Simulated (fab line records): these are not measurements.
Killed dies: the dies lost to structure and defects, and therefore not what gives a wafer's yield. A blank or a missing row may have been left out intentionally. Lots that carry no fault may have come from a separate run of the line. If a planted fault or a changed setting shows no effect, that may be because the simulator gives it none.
Struck lot and sound lot, side by side | flow sky130 | 42 out of 708 route steps
Sound: these wafers, L622.1, L622.3, L622.6. The struck wafers were L627.1, L627.4, L627.5. The cause comes at the end.
For every step that has rows: the tool of each side, followed by ch and its chambers, followed by its first start. Under that, the readings that differ: sound wafers | struck wafers | difference of the means | sigmas: that difference in standard deviations of wafers without a fault.
alike: words and numbers the same on both sides, and readings whose means are apart by under 2 such deviations; not compared: readings that were withheld, readings missing a value for some wafer, numbers with overlapping values and no deviation given by the record, and bounds like >300 which may hide the same value.
A row with sigmas, a row that says differs or no value, or rows on one side alone: a step with any of these is where the two part. Numbers that have no deviation but don't overlap get no sigmas and don't part them. A reading missing from all wafers of one side parts the sides only when that side holds two or more wafers.

SKY_NWELL_RS_MEAS_29: the measuring method here is four-point-probe.
  sound: film_metro-01 at day 5 18:25; struck: film_metro-04 at day 6 19:14
  alike: NWELL_RS
SKY_NWELL_RS_MEAS_31: the measuring method here is four-point-probe.
  sound: film_metro-01 at day 5 18:39; struck: film_metro-04 at day 6 19:29
  alike: PWDE_RS
then, 7 steps without rows for these wafers: SKY_VT_ADJUST_HVTP_DEHYDRATE_00 (time 60 s); SKY_VT_ADJUST_HVTP_HMDS_01 (prime time 60 s); SKY_VT_ADJUST_HVTP_COAT_02 (resist thk 1140 nm); SKY_VT_ADJUST_HVTP_SOFTBAKE_03 (time 60 s); SKY_VT_ADJUST_HVTP_EXPOSE_04 (exposes mask HVTPM, target cd 380 nm); SKY_VT_ADJUST_HVTP_PEB_05; SKY_VT_ADJUST_HVTP_DEVELOP_06 (develop time 60 s).
SKY_VT_ADJUST_HVTP_CD_MEAS_07 targets a cd of 380 nm.
  sound: cd_sem-01 at day 6 13:29; struck: cd_sem-02 at day 7 15:02
  reading    | sound             | struck            | difference | sigmas
  cd_nm (nm) | 376.2 375.7 375.0 | 380.0 381.8 381.7 | +5.5       | +2
SKY_VT_ADJUST_HVTP_OVL_MEAS_08:
  sound: overlay-02 at day 6 13:36; struck: overlay-02 at day 7 15:10
  alike: VT_ADJUST_HVTP_OVL
SKY_VT_ADJUST_HVTP_IMPLANT_09:
  sound on implanter-04 ch 0, day 6 13:38; struck on implanter-01 ch 0, day 7 15:12
  alike: beam_on_s, faraday_current_uA
SKY_VT_ADJUST_HVTP_STRIP_10: strips in O2/N2.
  sound on plasma_asher-04 ch 0,1, day 6 13:47; struck on plasma_asher-04 ch 1, day 7 15:21
  alike: drypump_motor_current_A, oes_product_au, strip_time_to_endpoint_s
  not compared: rf_hours_counter_h
SKY_VT_ADJUST_HVTP_TW_MEAS_11:
  sound: film_metro-04 at day 6 13:53; struck: film_metro-03 at day 7 15:27
  alike: VT_ADJUST_HVTP_TW
then, 7 steps without rows for these wafers: SKY_VT_ADJUST_LVTN_DEHYDRATE_00 (time 60 s); SKY_VT_ADJUST_LVTN_HMDS_01 (prime time 60 s); SKY_VT_ADJUST_LVTN_COAT_02 (resist thk 3000 nm); SKY_VT_ADJUST_LVTN_SOFTBAKE_03; SKY_VT_ADJUST_LVTN_EXPOSE_04 (exposes mask NWM COMPLEMENT LESS NATIVE, target cd 840 nm); SKY_VT_ADJUST_LVTN_PEB_05; SKY_VT_ADJUST_LVTN_DEVELOP_06 (develop time 60 s).
SKY_VT_ADJUST_LVTN_OVL_MEAS_07:
  sound: overlay-02 at day 7 09:47; struck: overlay-01 at day 8 11:13
  reading                 | sound          | struck      | difference | sigmas
  VT_ADJUST_LVTN_OVL (nm) | -0.4 -1.1 -0.8 | 1.0 2.7 3.3 | +3.1       | +2
then, 1 step without rows for these wafers: SKY_VT_ADJUST_LVTN_IMPLANT_08.
SKY_VT_ADJUST_LVTN_STRIP_09: strips in O2/N2.
  sound on plasma_asher-03 ch 0,1, day 7 09:58; struck on plasma_asher-03 ch 0,1, day 8 11:24
  alike: drypump_motor_current_A, oes_product_au, strip_time_to_endpoint_s
  not compared: rf_hours_counter_h
SKY_VT_ADJUST_LVTN_TW_MEAS_10:
  sound: film_metro-04 at day 7 10:04; struck: film_metro-01 at day 8 11:30
  reading           | sound             | struck            | difference | sigmas
  VT_ADJUST_LVTN_TW | 239.7 239.3 239.6 | 243.7 244.0 243.5 | +4.2       | +2
then, 7 steps without rows for these wafers: SKY_VT_ADJUST_LVTN_DEHYDRATE_11 (time 60 s); SKY_VT_ADJUST_LVTN_HMDS_12 (prime time 60 s); SKY_VT_ADJUST_LVTN_COAT_13 (resist thk 1140 nm); SKY_VT_ADJUST_LVTN_SOFTBAKE_14 (time 60 s); SKY_VT_ADJUST_LVTN_EXPOSE_15 (exposes mask HVN STD DERIVED, target cd 600 nm); SKY_VT_ADJUST_LVTN_PEB_16; SKY_VT_ADJUST_LVTN_DEVELOP_17 (develop time 60 s).
SKY_VT_ADJUST_LVTN_OVL_MEAS_18:
  sound: overlay-01 at day 8 05:22; struck: overlay-02 at day 9 08:41
  alike: VT_ADJUST_LVTN_01_OVL
then, 1 step without rows for these wafers: SKY_VT_ADJUST_LVTN_IMPLANT_19.
SKY_VT_ADJUST_LVTN_STRIP_20: strips in O2/N2.
  sound on plasma_asher-04 ch 0,1, day 8 05:33; struck on plasma_asher-04 ch 0,1, day 9 08:52
  reading                      | sound             | struck            | difference | sigmas
  strip_time_to_endpoint_s (s) | 14.19 14.13 14.16 | 14.27 14.24 14.25 | +0.09      | +2
  alike: drypump_motor_current_A, oes_product_au
  not compared: rf_hours_counter_h
SKY_VT_ADJUST_LVTN_TW_MEAS_21:
  sound: film_metro-04 at day 8 05:39; struck: film_metro-02 at day 9 08:58
  alike: VT_ADJUST_LVTN_2_TW
then, 5 steps without rows for these wafers: SKY_VT_ADJUST_NCORE_DEHYDRATE_00 (time 60 s); SKY_VT_ADJUST_NCORE_HMDS_01 (prime time 60 s); SKY_VT_ADJUST_NCORE_COAT_02 (resist thk 1140 nm); SKY_VT_ADJUST_NCORE_SOFTBAKE_03 (time 60 s); SKY_VT_ADJUST_NCORE_EXPOSE_04 (exposes mask LVTN COMPLEMENT THIN, target cd 380 nm).
-- a jump in the record: the struck wafers' starts before and after are 38 days apart (it breaks off in module VT_ADJUST_NCORE and resumes in module PAD_OPEN, where the first step shown is number 708 of the route) --
SKY_PAD_OPEN_PROBE_99:
  sound: prober-02 at day 46 06:02; struck: prober-02 at day 47 07:12
  reading                                  | sound                | struck               | difference | sigmas
  model.etest.tip_p.rs_ohm_sq              | 6811 6770 6768       | 6563 6627 6580       | -193       |
  model.etest.tip_p.rs_ohm_sq_range        | 190.2 215.8 119.6    | 362.7 371.3 306.5    | +171.6     |
  model.etest.pfet_01v8_mvt.drive_ua_um    | 149.9 152.9 151.7    | 162 154.2 159.7      | +7         |
  model.etest.pfet_01v8_mvt.off_log10_a_um | -10.62 -10.54 -10.68 | -9.66 -9.961 -9.623  | +0.87      |
  model.etest.pfet_01v8.off_log10_a_um     | -9.774 -9.601 -9.882 | -8.831 -9.411 -8.951 | +0.688     |
  model.etest.pfet_01v8_hvt.off_log10_a_um | -13.08 -13.13 -13.11 | -12.6 -12.99 -12.88  | +0.3       |
  alike: killed_at_M0_to_M3, killed_at_M4_up, killed_at_contacts, killed_at_front_end, killed_at_other, killed_dies, killed_open, killed_short
  not compared: model.etest.pfet_01v8.drive_ua_um, model.etest.pfet_01v8.drive_ua_um_range

== WHERE THEY PART ==
Earliest at SKY_VT_ADJUST_HVTP_CD_MEAS_07; latest, in this record, at SKY_VT_ADJUST_LVTN_STRIP_20. Later steps at which nothing parts them and some readings are alike: SKY_VT_ADJUST_LVTN_TW_MEAS_21, SKY_PAD_OPEN_PROBE_99.

WHY: what the simulator had put in
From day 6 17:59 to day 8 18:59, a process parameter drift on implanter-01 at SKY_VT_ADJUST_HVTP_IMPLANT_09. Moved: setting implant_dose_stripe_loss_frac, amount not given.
